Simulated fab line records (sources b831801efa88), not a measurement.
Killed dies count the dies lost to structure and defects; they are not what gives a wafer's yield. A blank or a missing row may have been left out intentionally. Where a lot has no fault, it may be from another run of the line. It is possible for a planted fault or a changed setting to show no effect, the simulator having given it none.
Struck lot and sound lot, side by side :: flow gf180mcu :: 20 steps out of a route of 602
Sound: the wafers L556.1, L556.3, L556.4. The struck wafers were L573.1, L573.2, L573.3. At the end, the cause is stated.
Per side, at each step with rows, come the tool, then ch with its chambers, and then its first start. Under that, the readings that differ: sound wafers :: struck wafers :: difference of the means :: sigmas: that difference in standard deviations of wafers without a fault.
alike: readings with means less than 2 such deviations apart, plus words and numbers identical on both sides. not compared: withheld readings, readings lacking a value on some wafer, bounds such as >300 that could conceal the same value, and numbers that have no deviation in the record and whose values overlap.
A row with sigmas, a row that says differs or no value, or rows on one side alone: a step with any of these is where the two part. Non-overlapping numbers with no deviation appear without sigmas and do not part them. Lack of a reading on every wafer of one side parts them only where that side has two or more wafers.

GF_V1_CMP_26: polishes, stops on SiO2, t overpolish 15 s, target thk 0 nm.
  sound on cmp-02 ch 0,2,3, day 17 22:56; struck on cmp-02 ch 0,1,2, day 24 13:10
  alike: motorCurrentA, overpolishRunS, timeToEndpointS
then, 2 steps without rows for these wafers: GF_M2_SPUTTER_00 (material Ti, target thk 37.5 nm, time 150 s); GF_M2_SPUTTER_01 (material TiN, target thk 30 nm, time 25 s).
GF_M2_SPUTTER_02: material AlCu, target thk 450 nm, time 23.9 s.
  sound: pvdSputter-03 at day 17 23:22; struck: pvdSputter-01 at day 24 13:35
  alike: throttleValvePct
GF_M2_SPUTTER_03: material Ti, target thk 10 nm, time 6.7 s.
  sound: pvdSputter-03 at day 17 23:23; struck: pvdSputter-01 at day 24 13:37
  alike: throttleValvePct
GF_M2_SPUTTER_04: material TiN, target thk 50 nm, time 41.7 s.
  sound: pvdSputter-03 at day 17 23:25; struck: pvdSputter-01 at day 24 13:38
  alike: throttleValvePct
GF_M2_RS_MEAS_05: a four-point-probe measurement.
  sound: filmMetro-02 at day 17 23:27; struck: filmMetro-02 at day 24 13:41
  alike: M2_ALCU_RS
GF_M2_THK_MEAS_06: measures by xrf.
  sound: filmMetro-02 at day 17 23:34; struck: filmMetro-02 at day 24 13:48
  alike: M2_ALCU_THK
then, 4 steps without rows for these wafers: GF_M2_DEHYDRATE_07 (time 60 s); GF_M2_HMDS_08 (prime time 60 s); GF_M2_COAT_09 (resist thk 1000 nm); GF_M2_SOFTBAKE_10 (time 60 s).
GF_M2_EXPOSE_11: exposes mask Metal2, target cd 280 nm.
  sound on krfScanner-01 ch 0, day 18 11:38; struck on krfScanner-01 ch 0, day 25 00:32
reading: exposureDoseMJCm2
sound: 28.00 28.01 27.98
struck: 20.50 20.56 20.53
difference: -7.47
sigmas: -91
  alike: mask
then, 2 steps without rows for these wafers: GF_M2_PEB_12 (peb time 90 s); GF_M2_DEVELOP_13 (develop time 60 s).
GF_M2_CD_MEAS_14 targets a cd of 280 nm.
  sound: cdSem-01 at day 18 23:32; struck: cdSem-01 at day 25 10:58
reading: cdNm (nm)
sound: 279.3 279.1 279.3
struck: 326.6 325.9 326.0
difference: +46.9
sigmas: +36
GF_M2_OVL_MEAS_15:
  sound: overlay-02 at day 18 23:39; struck: overlay-01 at day 25 11:05
  alike: M2_OVL
GF_M2_METAL_ETCH_16: etches the open film in Cl2/BCl3, stops on SiO2, target depth 750.8 nm, time 125.1 s.
  sound on rieMetal-02 ch 0,1, day 18 23:41; struck on rieMetal-03 ch 0,1, day 25 11:07
reading: model.M2.cdNm (nm)
sound: 280.5 281.2 278.3
struck: 327 329.2 328.3
difference: +48
sigmas: 
  alike: drypumpMotorCurrentA, oesProductAu, throttleValvePct
  not compared: rfHoursCounterH
GF_M2_STRIP_17: strips in O2/N2.
  sound on plasmaAsher-01 ch 0,1, day 18 23:49; struck on plasmaAsher-03 ch 0,1, day 25 11:15
reading: heaterPowerW (W)
sound: 294 270 296
struck: 454 331 445
difference: +123
sigmas: +2
  alike: drypumpMotorCurrentA, oesProductAu, stripTimeToEndpointS
  not compared: rfHoursCounterH
GF_PASSIVATION_PROBE_99:
  the record has rows for the sound wafers here (prober-01, day 28 20:03) and none for the struck ones

== WHERE THEY PART ==
Earliest at GF_M2_EXPOSE_11; latest, in this record, at GF_PASSIVATION_PROBE_99.

WHY: the cause the simulator had injected
Process parameters drifting: krfScanner-01 at GF_M2_EXPOSE_11, beginning at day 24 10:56. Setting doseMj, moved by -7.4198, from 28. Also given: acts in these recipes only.
